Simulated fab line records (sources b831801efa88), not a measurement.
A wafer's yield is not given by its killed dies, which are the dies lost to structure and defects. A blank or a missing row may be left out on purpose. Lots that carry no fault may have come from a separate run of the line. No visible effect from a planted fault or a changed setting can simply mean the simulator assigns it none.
The tool behind it: which one? -- flow gf180mcu -- Sampling: 6 lots, 17 wafers, 2 of 602 route steps

== WHAT THE GAUGES READ, wafer by wafer ==
GF_HV_LDD_RS_MEAS_53: the measuring method here is four-point-probe.
lot,measured,on,HV_LDD_RS (ohm/sq)
L266,day 12 22:56,film_metro-02,420.0 419.4 418.9
L269,day 13 22:05,film_metro-01,419.5 418.5 418.5
L279,day 17 02:28,film_metro-04,418.4 439.3 419.3 438.2
L281,day 17 21:03,film_metro-02,419.1 438.0 438.7 419.3 438.2 438.2
L285,day 19 05:08,film_metro-02,417.9 419.2 419.3
L287,day 19 15:53,film_metro-04,417.9 417.3 418.1

== EACH LOT AND THE TOOL THAT RAN IT (in order: tool; ch and the chambers of the sampled wafers; start) ==
lot,GF_HV_LDD_IMPLANT_09
L266,"implanter-02 ch 0, day 10 12:52"
L269,"implanter-03 ch 0, day 11 09:38"
L279,"implanter-03 ch 0, day 14 07:11"
L281,"implanter-03 ch 0, day 14 23:51"
L285,"implanter-01 ch 0, day 16 06:31"
L287,"implanter-01 ch 0, day 16 16:31"
- GF_HV_LDD_IMPLANT_09

== THE ANSWER, worked out from the rows above alone ==
Rule: the lots themselves supply what counts as usual. The widest of any qualifying gaps counts: lots, ordered by their means at a reading, are off when they make up no more than a third of the lots, leave a main group of 4 or more, and stand apart from it by 3 or more times the standard deviation of that group's means. The tables above print the reading to a certain number of digits; a main group whose means all agree to those digits is not used. A lot without any number at a reading at which 4 lots or more have one is off too. Any other lot the step has rows for is counted as sound.
Off: L279, L281, seen at GF_HV_LDD_RS_MEAS_53 (HV_LDD_RS). Mean 418.7 ohm/sq and standard deviation 0.6 in the main group.
A tool fits if, at a process step before that reading, it ran every lot that is off, and no sound lot after the first of them. Gauges at GF_HV_LDD_RS_MEAS_53: tried the same way as those tools. One fits: implanter-03 at GF_HV_LDD_IMPLANT_09. A fault onset in the window from L269 (day 11 09:38, its last sound lot) to L279 (day 14 07:11, its first lot off) fits.

== WHAT HAD BEEN PUT IN BY THE SIMULATOR ==
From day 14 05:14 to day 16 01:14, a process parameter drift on implanter-03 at GF_HV_LDD_IMPLANT_09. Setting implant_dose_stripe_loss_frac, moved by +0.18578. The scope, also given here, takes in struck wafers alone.
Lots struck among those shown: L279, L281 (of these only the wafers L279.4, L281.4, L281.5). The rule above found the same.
